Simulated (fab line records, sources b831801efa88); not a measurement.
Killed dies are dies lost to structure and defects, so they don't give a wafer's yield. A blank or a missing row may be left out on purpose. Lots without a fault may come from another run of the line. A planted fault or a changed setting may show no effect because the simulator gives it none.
Problem report in the 8D (eight disciplines) form, filled by code | flow sky130 | the parts of the form that need people (team, actions taken, sign-off) are left out

1. THE PROBLEM
LI_CONTACT_HDPCVD_THK at SKY_LI_CONTACT_THK_MEAS_01 reads a mean of 743 nm on 6 wafers of 2 lots; wafers without a fault read 933 nm with a standard deviation of 9.4. That is -20 standard deviations from the usual mean.
First seen on wafer L491.3, day 33 05:44, on film_metro-04. The record holds 36 wafers of 12 lots with a number at this step. Rule for "out", or "out of limits": more than 4 standard deviations from the usual mean. The other wafers with a number count as sound.

2. WHAT IT IS AND WHAT IT IS NOT
question                    | is                           | is not
which readings at this step | LI_CONTACT_HDPCVD_THK        | -
which lots                  | L491, L492                   | L477, L478, L480, L482, L483, L487, L494, L495, L496, L498
which wafers of those lots  | all that have a number       | -
read on which gauges        | film_metro-02, film_metro-04 | film_metro-03
when                        | from day 33 05:44            | up to then (18 sound wafers); but 12 sound wafers of L494, L495, L496, L498 came after

3. SUSPECTS, AND WHAT RULES EACH OUT
Counting: a tool at a process step up to the reading stays a suspect if it ran every lot that is out and no sound lot after the first of them.
- the gauge at SKY_LI_CONTACT_THK_MEAS_01: ruled out. The wafers that are out were read on 2 gauges (film_metro-02, film_metro-04).
- hdpcvd-02 at SKY_LI_CONTACT_HDPCVD_00 (deposits PSG, target thk 930 nm, time 155 s): kept. It ran every lot that is out, first L491 (day 33 05:37), and no sound lot after that; its last sound lot up to then is L483 (day 31 03:48). Its own readings are out on those wafers: sih4_flow_sccm.
Left after counting: hdpcvd-02 at SKY_LI_CONTACT_HDPCVD_00.

4. THE CAUSE (what the simulator had put in)
Process parameter drift: hdpcvd-02, from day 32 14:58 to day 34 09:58, at SKY_LI_CONTACT_HDPCVD_00. Setting sih4_flow_sccm, moved by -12, from 60. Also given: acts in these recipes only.
Counting left only this tool.

5. THE CHAIN OF EFFECTS, in route order
Each row: a reading whose mean over the struck wafers that have a number lies more than 3 standard deviations from the usual. Only readings for which the record gives a usual standard deviation are gone through. hours: the time from each lot's start at the first step in this table that gives one to its start at this step, as a median over the lots. sigmas: the change in usual standard deviations.
hours | step                       | reading               | usual      | on struck wafers | change | sigmas
0     | SKY_LI_CONTACT_HDPCVD_00   | sih4_flow_sccm        | 59.99 sccm | 47.84            | -12.15 | -64
0     | SKY_LI_CONTACT_THK_MEAS_01 | LI_CONTACT_HDPCVD_THK | 933 nm     | 743              | -190   | -20
0     | SKY_LI_CONTACT_CMP_02      | time_to_endpoint_s    | 32.7 s     | 13.3             | -19.4  | -7.5
The process steps in it:
- SKY_LI_CONTACT_HDPCVD_00: deposits PSG, target thk 930 nm, time 155 s.
- SKY_LI_CONTACT_CMP_02: polishes PSG.
Later measuring or inspecting steps at which every struck wafer that the step has a row for has a number for every such reading, and none has moved that far: SKY_LI_CONTACT_CD_MEAS_12.

6. WHAT WOULD HAVE CAUGHT IT SOONER
In this record the first reading out of limits at a measuring or inspecting step was taken at day 33 05:44, 15 hours after the fault began at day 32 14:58.
The tool's own readings at SKY_LI_CONTACT_HDPCVD_00 were out on every struck wafer that the step has a row for (sih4_flow_sccm): an alarm limit on them would have fired on the first of those.
Of the lots that are out (2), L492 began SKY_LI_CONTACT_HDPCVD_00 on hdpcvd-02 after day 33 05:44. A hold on the tool at that time would have spared it.
